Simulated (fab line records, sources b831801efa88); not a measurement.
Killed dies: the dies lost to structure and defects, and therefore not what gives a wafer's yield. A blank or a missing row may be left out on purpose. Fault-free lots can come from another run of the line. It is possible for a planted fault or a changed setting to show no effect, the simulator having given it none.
fab line records + flow sfq-line
[record]
- lots = 15
- wafers = 45
- last-day = 83
route steps=325 shown JJ@193 M5@201
lots that met no fault: taken from a fault-free run of the same line
start-h: hours from the record's first day to the start of the lot's first wafer shown + wait-h: hours from the lot's prior step to this one + " as in the row above + L1.1+2: a row that stands for several wafers + - either no value or no given start + * or withheld: withheld + < > ~ a bound
route shown NAME@n: names a module that has steps shown in the file, with the first one's number in the route + usual: mean/standard deviation taken from wafers without a fault + same: alike in all rows + chamber/n: place in a boat + sites: each site's reading + _std_site: standard deviation across them + _edge_site: inner sites' mean taken away from outer sites' mean + radius-mm: how far each site lies from the wafer's centre + mask NAME#n: copy n + behind: the last tool/chamber to shape the wafer + hold: reason for holding the lot/hours on hold/outcome of the hold + device: names the non-switching transistor (n, p or np) + end of line: at the end of the route, the tests of the same wafers + step lacking rows: just its recipe + killed: dies lost to structure and defects at the first sort, not the wafer's yield + map: the dies of a wafer, with x for killed, . for not killed, _ for no die there
set.NAME: the setting the step ran with; set.NAME@STEP: the setting that earlier step ran with + model.NAME: the simulator's own value behind a step, which no gauge read
the route's steps for a sample of lots (tables are steps, rows are wafers)
services: a tool's chamber out of use, with start hour (start-h, from the record's first day; less than 0 if before it), hours out, and reason
[[steps]]
[step SFQ_TRILAYER_JJ_CE_BARC_OPEN_RIE_150]
[recipe]
- mask-material = PR
- chemistry = O2
- target-depth-nm = 240
- target = BARC
- icp-w = 600
- bias-w = 80
- pressure-mtorr = 10
- time-s = 80
[usual]
- bias-w = 80.05/0.27
- chamber-pressure-mTorr = 10.001/0.0084
- drypump-motor-current-A = 5.7/0.48
- he-backside-leak-sccm = 3.6/0.32
- oes-product-au = 0.538/0.0047
- rf-fwd-power-W = 595.6/1.9
| lot.wafer | tool         | chamber | start-h | wait-h | bias-w | chamber-pressure-mTorr | drypump-motor-current-A | he-backside-leak-sccm | oes-product-au | rf-fwd-power-W | rf-hours-counter-h |
|-----------|--------------|---------|---------|--------|--------|------------------------|-------------------------|-----------------------|----------------|----------------|--------------------|
| L476.2    | rie-metal-03 | 0       | 1238.35 | 0.8    | 79.79  | 10.005                 | 6.0                     | 3.5                   | 0.539          | 598.2          | -                  |
| L476.5    | "            | 0       | "       | "      | 80.07  | 10.009                 | 5.9                     | 3.8                   | 0.531          | 595.1          | -                  |
| L476.6    | "            | 0       | "       | "      | 80.03  | 9.991                  | 5.9                     | 3.6                   | 0.537          | 596.5          | -                  |
| L477.2    | rie-metal-02 | 0       | 1250.72 | 0.8    | 80.14  | 10.021                 | 6.6                     | 3.4                   | 0.541          | 593.9          | 91                 |
| L477.5    | "            | 0       | "       | "      | 80.55  | 10.009                 | 6.6                     | 3.2                   | 0.539          | 593.3          | -                  |
| L477.6    | "            | 1       | "       | "      | 79.83  | 9.999                  | 5.9                     | 3.4                   | 0.536          | 593.8          | -                  |
| L478.1    | rie-metal-01 | 1       | 1254.32 | 1.0    | 80.56  | 9.993                  | 5.7                     | 3.5                   | 0.545          | 597.4          | 25                 |
| L478.4    | "            | 0       | "       | "      | 79.83  | 9.991                  | 5.3                     | 3.2                   | 0.539          | 594.1          | -                  |
| L478.5    | "            | 0       | "       | "      | 79.74  | 10.003                 | 5.3                     | 3.5                   | 0.531          | 595.2          | -                  |
| L480.1    | rie-metal-02 | 0       | 1260.32 | 1.0    | 80.25  | 10.003                 | 6.6                     | 3.4                   | 0.539          | 591.1          | 93                 |
| L480.4    | "            | 0       | "       | "      | 80.44  | 10.008                 | 6.6                     | 3.6                   | 0.530          | 593.6          | -                  |
| L480.6    | "            | 1       | "       | "      | 80.14  | 10.014                 | 5.9                     | 3.7                   | 0.535          | 594.8          | -                  |
| L482.1    | rie-metal-01 | 1       | 1335.68 | 1.0    | 80.39  | 9.997                  | 5.7                     | 3.6                   | 0.533          | 600.4          | 38                 |
| L482.3    | "            | 0       | "       | "      | 79.89  | 10.010                 | 5.3                     | 3.3                   | 0.543          | 596.4          | -                  |
| L482.6    | "            | 1       | "       | "      | 80.67  | 10.000                 | 5.7                     | 3.6                   | 0.541          | 597.5          | -                  |
| L483.1    | rie-metal-02 | 1       | 1344.08 | 1.0    | -      | -                      | -                       | -                     | -              | -              | -                  |
| L483.5    | "            | 0       | "       | "      | -      | -                      | -                       | -                     | -              | -              | -                  |
| L483.6    | "            | 1       | "       | "      | -      | -                      | -                       | -                     | -              | -              | -                  |
| L484.1    | rie-metal-03 | 0       | 1358.16 | 1.0    | -      | -                      | -                       | -                     | -              | -              | -                  |
| L484.4    | "            | 0       | "       | "      | -      | -                      | -                       | -                     | -              | -              | -                  |
| L484.6    | "            | 1       | "       | "      | -      | -                      | -                       | -                     | -              | -              | -                  |
| L485.4    | rie-metal-01 | 1       | 1368.99 | 0.4    | -      | -                      | -                       | -                     | -              | -              | -                  |
| L485.5    | "            | 1       | "       | "      | -      | -                      | -                       | -                     | -              | -              | -                  |
| L485.6    | "            | 0       | "       | "      | -      | -                      | -                       | -                     | -              | -              | -                  |
| L488.1    | rie-metal-02 | 1       | 1382.16 | 1.0    | 80.13  | 9.998                  | 6.0                     | 3.5                   | 0.528          | 595.0          | 26                 |
| L488.3    | "            | 1       | "       | "      | 80.17  | 10.022                 | 5.9                     | 3.7                   | 0.532          | 594.9          | -                  |
| L488.6    | "            | 1       | "       | "      | 79.88  | 9.997                  | 5.9                     | 3.5                   | 0.549          | 593.6          | -                  |
| L489.1    | rie-metal-03 | 0       | 1384.56 | 1.0    | 80.12  | 10.002                 | 6.0                     | 3.7                   | 0.532          | 597.2          | 38                 |
| L489.5    | "            | 0       | "       | "      | 79.83  | 9.996                  | 6.0                     | 3.4                   | 0.540          | 596.6          | -                  |
| L489.6    | "            | 1       | "       | "      | 79.96  | 10.016                 | 5.0                     | 3.9                   | 0.543          | 598.2          | -                  |
| L492.2    | rie-metal-03 | 1       | 1397.76 | 0.8    | 79.73  | 10.009                 | 5.0                     | 4.0                   | 0.540          | 596.6          | 118                |
| L492.5    | "            | 0       | "       | "      | 80.54  | 10.004                 | 5.9                     | 3.7                   | 0.527          | 594.9          | -                  |
| L492.6    | "            | 1       | "       | "      | 79.75  | 10.003                 | 5.0                     | 4.1                   | 0.531          | 596.5          | -                  |
| L493.2    | rie-metal-03 | 0       | 1406.16 | 0.8    | 79.85  | 10.001                 | 5.9                     | 3.4                   | 0.539          | 597.2          | 42                 |
| L493.3    | "            | 0       | "       | "      | 80.04  | 10.005                 | 6.0                     | 6.5                   | 0.536          | 596.1          | -                  |
| L493.5    | "            | 1       | "       | "      | 79.78  | 9.998                  | 5.0                     | 3.6                   | 0.533          | 597.1          | -                  |
| L497.3    | rie-metal-03 | 0       | 1446.99 | 0.6    | 79.80  | 10.005                 | 6.0                     | 3.1                   | 0.536          | 597.3          | -                  |
| L497.4    | "            | 1       | "       | "      | 79.81  | 9.999                  | 5.0                     | 3.9                   | 0.542          | 596.5          | -                  |
| L497.5    | "            | 0       | "       | "      | 79.97  | 10.014                 | 6.0                     | 3.1                   | 0.538          | 595.8          | -                  |
| L498.1    | rie-metal-01 | 0       | 1449.36 | 1.0    | 79.64  | 9.999                  | 5.3                     | 3.2                   | 0.537          | 594.4          | 82                 |
| L498.2    | "            | 1       | "       | "      | 80.18  | 10.010                 | 5.6                     | 3.8                   | 0.539          | 595.8          | 56                 |
| L498.6    | "            | 0       | "       | "      | 79.83  | 10.009                 | 5.3                     | 3.3                   | 0.541          | 595.2          | -                  |
| L499.4    | rie-metal-01 | 1       | 1451.79 | 0.4    | 80.44  | 9.996                  | 5.7                     | 3.3                   | 0.543          | 592.1          | -                  |
| L499.5    | "            | 0       | "       | "      | 79.61  | 10.007                 | 5.3                     | 3.4                   | 0.541          | 596.3          | -                  |
| L499.6    | "            | 1       | "       | "      | 79.68  | 9.993                  | 5.7                     | 3.4                   | 0.538          | 596.6          | -                  |
[step SFQ_TRILAYER_JJ_CE_ETCH_RIE_118]
[recipe]
- target = Nb
- stop-on = Al2O3
- mask-material = PR
- taper-deg = 13.257
- over-etch-frac = 0.15
- time-s = 97.7
- chemistry = SF6
- target-depth-nm = 170
- icp-w = 600
- bias-w = 80
- pressure-mtorr = 10
[usual]
- bias-w = 80.02/0.23
- chamber-pressure-mTorr = 10.000/0.011
- drypump-motor-current-A = 5.7/0.48
- he-backside-leak-sccm = 3.6/0.32
- oes-product-au = 0.986/0.0067
- rf-fwd-power-W = 596.6/1.9
| lot.wafer | tool         | chamber | start-h | wait-h | bias-w | chamber-pressure-mTorr | drypump-motor-current-A | he-backside-leak-sccm | oes-product-au | rf-fwd-power-W | rf-hours-counter-h |
|-----------|--------------|---------|---------|--------|--------|------------------------|-------------------------|-----------------------|----------------|----------------|--------------------|
| L476.2    | rie-metal-03 | 0       | 1238.54 | 0.2    | 80.01  | 9.999                  | 5.9                     | 3.4                   | 0.992          | 597.6          | -                  |
| L476.5    | "            | 0       | "       | "      | 79.98  | 10.004                 | 6.0                     | 3.3                   | 0.992          | 595.9          | -                  |
| L476.6    | "            | 0       | "       | "      | 80.16  | 9.995                  | 6.0                     | 3.2                   | 0.980          | 597.5          | -                  |
| L477.2    | rie-metal-02 | 0       | 1250.81 | 0.1    | 80.16  | 9.992                  | 6.6                     | 3.5                   | 0.977          | 596.9          | 91                 |
| L477.5    | "            | 0       | "       | "      | 80.22  | 9.997                  | 6.6                     | 3.5                   | 0.989          | 595.6          | -                  |
| L477.6    | "            | 1       | "       | "      | 80.07  | 9.998                  | 5.9                     | 3.5                   | 0.991          | 596.1          | -                  |
| L478.1    | rie-metal-01 | 1       | 1254.41 | 0.1    | 80.05  | 10.006                 | 5.7                     | 3.7                   | 0.989          | 596.9          | 25                 |
| L478.4    | "            | 0       | "       | "      | 80.22  | 10.013                 | 5.3                     | 3.1                   | 0.996          | 597.4          | -                  |
| L478.5    | "            | 0       | "       | "      | 79.99  | 9.987                  | 5.3                     | 3.1                   | 1.002          | 599.1          | -                  |
| L480.1    | rie-metal-02 | 0       | 1260.41 | 0.1    | 80.22  | 10.015                 | 6.6                     | 3.4                   | 0.972          | 597.3          | 93                 |
| L480.4    | "            | 0       | "       | "      | 79.79  | 10.002                 | 6.6                     | 3.3                   | 0.977          | 595.6          | -                  |
| L480.6    | "            | 1       | "       | "      | 79.98  | 10.002                 | 6.0                     | 3.5                   | 0.986          | 598.4          | -                  |
| L482.1    | rie-metal-01 | 1       | 1335.77 | 0.1    | 79.99  | 10.005                 | 5.6                     | 3.8                   | 0.996          | 597.1          | 38                 |
| L482.3    | "            | 0       | "       | "      | 80.06  | 10.002                 | 5.3                     | 3.1                   | 1.002          | 596.9          | -                  |
| L482.6    | "            | 1       | "       | "      | 79.98  | 10.021                 | 5.7                     | 3.8                   | 0.992          | 596.1          | -                  |
| L483.1    | rie-metal-02 | 1       | 1344.17 | 0.1    | 80.32  | 9.992                  | 5.9                     | 3.4                   | 0.380          | 599.0          | 20                 |
| L483.5    | "            | 0       | "       | "      | 80.09  | 10.003                 | 6.6                     | 3.4                   | 0.374          | 600.6          | -                  |
| L483.6    | "            | 1       | "       | "      | 79.96  | 9.997                  | 5.9                     | 3.4                   | 0.377          | 599.2          | -                  |
| L484.1    | rie-metal-03 | 0       | 1358.25 | 0.1    | 80.48  | 9.999                  | 6.0                     | 3.4                   | 0.374          | 598.0          | 33                 |
| L484.4    | "            | 0       | "       | "      | 80.13  | 10.008                 | 6.0                     | 3.7                   | 0.373          | 594.6          | -                  |
| L484.6    | "            | 1       | "       | "      | 79.78  | 9.997                  | 5.0                     | 3.5                   | 0.381          | 596.8          | -                  |
| L485.4    | rie-metal-01 | 1       | 1369.08 | 0.1    | 79.83  | 10.003                 | 5.6                     | 3.2                   | 0.374          | 599.7          | -                  |
| L485.5    | "            | 1       | "       | "      | 79.62  | 9.979                  | 5.6                     | 3.6                   | 0.379          | 599.3          | -                  |
| L485.6    | "            | 0       | "       | "      | 80.04  | 10.004                 | 5.3                     | 3.3                   | 0.377          | 597.6          | -                  |
| L488.1    | rie-metal-02 | 1       | 1382.34 | 0.2    | 79.62  | 9.998                  | 6.0                     | 3.6                   | 0.994          | 598.8          | 26                 |
| L488.3    | "            | 1       | "       | "      | 79.92  | 10.002                 | 5.9                     | 3.6                   | 0.990          | 595.3          | -                  |
| L488.6    | "            | 1       | "       | "      | 79.69  | 9.989                  | 5.9                     | 3.6                   | 0.992          | 596.8          | -                  |
| L489.1    | rie-metal-03 | 0       | 1384.65 | 0.1    | 80.06  | 9.998                  | 5.9                     | 3.6                   | 0.986          | 595.7          | 38                 |
| L489.5    | "            | 0       | "       | "      | 80.23  | 9.979                  | 5.9                     | 3.7                   | 0.985          | 594.1          | -                  |
| L489.6    | "            | 1       | "       | "      | 79.89  | 9.990                  | 5.0                     | 3.7                   | 0.984          | 597.3          | -                  |
| L492.2    | rie-metal-03 | 1       | 1397.85 | 0.1    | 79.92  | 10.010                 | 5.0                     | 3.7                   | 0.980          | 594.8          | 118                |
| L492.5    | "            | 0       | "       | "      | 80.15  | 9.997                  | 6.0                     | 3.7                   | 0.984          | 600.6          | -                  |
| L492.6    | "            | 1       | "       | "      | 79.72  | 10.006                 | 5.0                     | 3.9                   | 0.984          | 594.7          | -                  |
| L493.2    | rie-metal-03 | 0       | 1406.25 | 0.1    | 80.11  | 9.997                  | 5.9                     | 3.8                   | 0.993          | 595.9          | 42                 |
| L493.3    | "            | 0       | "       | "      | 79.98  | 10.009                 | 5.9                     | 3.6                   | 0.968          | 597.4          | -                  |
| L493.5    | "            | 1       | "       | "      | 79.93  | 9.992                  | 5.0                     | 4.0                   | 0.977          | 591.2          | -                  |
| L497.3    | rie-metal-03 | 0       | 1447.08 | 0.1    | 80.01  | 10.007                 | 6.0                     | 3.4                   | 0.980          | 595.9          | -                  |
| L497.4    | "            | 1       | "       | "      | 80.09  | 9.999                  | 5.0                     | 3.7                   | 0.980          | 595.5          | -                  |
| L497.5    | "            | 0       | "       | "      | 80.24  | 9.983                  | 6.0                     | 3.3                   | 0.978          | 596.8          | -                  |
| L498.1    | rie-metal-01 | 0       | 1449.45 | 0.1    | 79.97  | 9.998                  | 5.3                     | 3.3                   | 0.987          | 595.2          | 82                 |
| L498.2    | "            | 1       | "       | "      | 80.32  | 9.995                  | 5.7                     | 3.8                   | 0.985          | 599.1          | 56                 |
| L498.6    | "            | 0       | "       | "      | 79.79  | 10.001                 | 5.3                     | 3.5                   | 0.987          | 597.3          | -                  |
| L499.4    | rie-metal-01 | 1       | 1451.88 | 0.1    | 79.90  | 9.994                  | 5.7                     | 3.5                   | 0.993          | 600.6          | -                  |
| L499.5    | "            | 0       | "       | "      | 80.20  | 10.009                 | 5.3                     | 3.5                   | 0.982          | 595.3          | -                  |
| L499.6    | "            | 1       | "       | "      | 80.22  | 10.007                 | 5.7                     | 3.3                   | 0.985          | 599.4          | -                  |
[step SFQ_TRILAYER_M5_LITHO_EXPOSE_124]
[recipe]
- mask-id = M5
- na = 0.6
- source-shape = conventional
- sigma-outer = 0.65
- target-cd-nm = 700
- dose-mj = 14.4
[usual]
- exposure-dose-mJ-cm2 = 14.402/0.015
- focus-offset-nm = -0.1/0.53
- sigma-outer = 0.65/0
| lot.wafer | tool           | chamber | start-h | wait-h | mask | exposure-dose-mJ-cm2 | focus-offset-nm | sigma-outer |
|-----------|----------------|---------|---------|--------|------|----------------------|-----------------|-------------|
| L476.2    | krf-scanner-01 | 0       | 1358.02 | -      | M5#0 | 14.397               | 0.3             | 0.65        |
| L476.5    | "              | 0       | "       | "      | M5#0 | 14.398               | 0.4             | 0.65        |
| L476.6    | "              | 0       | "       | "      | M5#0 | 14.382               | 0.5             | 0.65        |
| L477.2    | krf-scanner-01 | 0       | 1370.02 | -      | M5#0 | 14.406               | 0.6             | 0.65        |
| L477.5    | "              | 0       | "       | "      | M5#0 | 14.398               | -0.4            | 0.65        |
| L477.6    | "              | 0       | "       | "      | M5#0 | 14.388               | -0.1            | 0.65        |
| L478.1    | krf-scanner-01 | 0       | 1372.22 | -      | M5#0 | 14.398               | 0.3             | 0.65        |
| L478.4    | "              | 0       | "       | "      | M5#0 | 14.405               | -0.2            | 0.65        |
| L478.5    | "              | 0       | "       | "      | M5#0 | 14.413               | -0.3            | 0.65        |
| L480.1    | krf-scanner-01 | 0       | 1378.22 | -      | M5#0 | 14.413               | -0.9            | 0.65        |
| L480.4    | "              | 0       | "       | "      | M5#0 | 14.423               | 0.6             | 0.65        |
| L480.6    | "              | 0       | "       | "      | M5#0 | 14.393               | -1.6            | 0.65        |
| L482.1    | krf-scanner-01 | 0       | 1457.42 | -      | M5#0 | 14.410               | -0.5            | 0.65        |
| L482.3    | "              | 0       | "       | "      | M5#0 | 14.382               | -0.8            | 0.65        |
| L482.6    | "              | 0       | "       | "      | M5#0 | 14.405               | -1.4            | 0.65        |
| L483.1    | krf-scanner-02 | -       | 1463.55 | -      | M5#0 | -                    | -               | -           |
| L483.5    | "              | -       | "       | "      | M5#0 | -                    | -               | -           |
| L483.6    | "              | -       | "       | "      | M5#0 | -                    | -               | -           |
| L484.1    | krf-scanner-02 | -       | 1467.15 | -      | M5#0 | -                    | -               | -           |
| L484.4    | "              | -       | "       | "      | M5#0 | -                    | -               | -           |
| L484.6    | "              | -       | "       | "      | M5#0 | -                    | -               | -           |
| L485.4    | krf-scanner-02 | -       | 1477.35 | -      | M5#0 | -                    | -               | -           |
| L485.5    | "              | -       | "       | "      | M5#0 | -                    | -               | -           |
| L485.6    | "              | -       | "       | "      | M5#0 | -                    | -               | -           |
| L488.1    | krf-scanner-01 | 0       | 1491.27 | -      | M5#0 | 14.399               | 0.9             | 0.65        |
| L488.3    | "              | 0       | "       | "      | M5#0 | 14.396               | 0.2             | 0.65        |
| L488.6    | "              | 0       | "       | "      | M5#0 | 14.405               | 0.4             | 0.65        |
| L489.1    | krf-scanner-01 | 0       | 1497.07 | -      | M5#0 | 14.400               | 1.3             | 0.65        |
| L489.5    | "              | 0       | "       | "      | M5#0 | 14.408               | 0.2             | 0.65        |
| L489.6    | "              | 0       | "       | "      | M5#0 | 14.412               | 0.4             | 0.65        |
| L492.2    | krf-scanner-01 | 0       | 1514.07 | -      | M5#0 | 14.403               | 0.7             | 0.65        |
| L492.5    | "              | 0       | "       | "      | M5#0 | 14.437               | 0.0             | 0.65        |
| L492.6    | "              | 0       | "       | "      | M5#0 | 14.406               | 0.0             | 0.65        |
| L493.2    | krf-scanner-02 | 0       | 1522.60 | -      | M5#0 | 14.393               | -0.1            | 0.65        |
| L493.3    | "              | 0       | "       | "      | M5#0 | 14.422               | -0.6            | 0.65        |
| L493.5    | "              | 0       | "       | "      | M5#0 | 14.396               | 0.4             | 0.65        |
| L497.3    | krf-scanner-02 | 0       | 1552.80 | -      | M5#0 | 14.406               | -0.8            | 0.65        |
| L497.4    | "              | 0       | "       | "      | M5#0 | 14.404               | 0.6             | 0.65        |
| L497.5    | "              | 0       | "       | "      | M5#0 | 14.382               | -0.1            | 0.65        |
| L498.1    | krf-scanner-02 | 0       | 1557.20 | -      | M5#0 | 14.376               | -0.3            | 0.65        |
| L498.2    | "              | 0       | "       | "      | M5#0 | 14.379               | -0.2            | 0.65        |
| L498.6    | "              | 0       | "       | "      | M5#0 | 14.394               | -0.1            | 0.65        |
| L499.4    | krf-scanner-02 | 0       | 1559.00 | -      | M5#0 | 14.379               | -0.2            | 0.65        |
| L499.5    | "              | 0       | "       | "      | M5#0 | 14.377               | -0.6            | 0.65        |
| L499.6    | "              | 0       | "       | "      | M5#0 | 14.403               | 0.1             | 0.65        |
[[services]]
| tool           | chamber | start-h | hours | kind   |
|----------------|---------|---------|-------|--------|
| rie-metal-01   | 1       | 1228.66 | 1.9   | repair |
| rie-metal-03   | 1       | 1234.78 | 5.5   | repair |
| krf-scanner-01 | -       | 1236.03 | 3.6   | pm     |
| krf-scanner-02 | -       | 1240.38 | 4.0   | pm     |
| krf-scanner-02 | -       | 1254.79 | 1.3   | pm     |
| krf-scanner-02 | -       | 1264.46 | 0.5   | repair |
| krf-scanner-02 | -       | 1265.21 | 0.5   | repair |
| rie-metal-03   | 1       | 1290.82 | 12.4  | repair |
| rie-metal-01   | -       | 1301.64 | 2.8   | pm     |
| krf-scanner-01 | -       | 1310.38 | 1.3   | pm     |
| krf-scanner-01 | -       | 1315.50 | 0.5   | repair |
| rie-metal-02   | -       | 1321.17 | 1.4   | pm     |
| krf-scanner-01 | -       | 1321.28 | 1.0   | pm     |
| krf-scanner-01 | -       | 1352.27 | 0.8   | pm     |
| rie-metal-02   | 0       | 1378.67 | 22.1  | repair |
| rie-metal-01   | 0       | 1393.27 | 5.6   | repair |
| rie-metal-01   | -       | 1425.43 | 22.6  | repair |
| rie-metal-01   | -       | 1459.42 | 0.2   | repair |
| krf-scanner-01 | -       | 1459.82 | 0.4   | repair |
| krf-scanner-01 | -       | 1485.64 | 1.3   | pm     |
| krf-scanner-01 | -       | 1493.67 | 1.0   | pm     |
| rie-metal-02   | 1       | 1505.48 | 28.5  | repair |
| krf-scanner-01 | -       | 1521.07 | 0.8   | pm     |
| krf-scanner-01 | -       | 1538.60 | 4.0   | pm     |
[[key]]
[first-sign]
- step = SFQ_TRILAYER_JJ_CE_BARC_OPEN_RIE_150
- reading = tool-record
- direction = missing
[effect]
- step = SFQ_TRILAYER_JJ_CE_ETCH_RIE_118
- reading = oes-product-au
- direction = down
- sigmas = 91
- usual = 0.986
- struck = 0.377
[effect]
- step = SFQ_TRILAYER_M5_LITHO_EXPOSE_124
- reading = tool-record
- direction = missing
met-at SFQ_TRILAYER_JJ_CE_BARC_OPEN_RIE_150
struck-lots L483,L484,L485
onset-between 1335.68 1344.08
[fault]
- kind = skipped-step-whole
- tool = rie-metal-01,rie-metal-02,rie-metal-03
- chamber = -
- onset-h = 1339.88
- steps = SFQ_TRILAYER_JJ_CE_BARC_OPEN_RIE_150
- scope = struck-lots-only
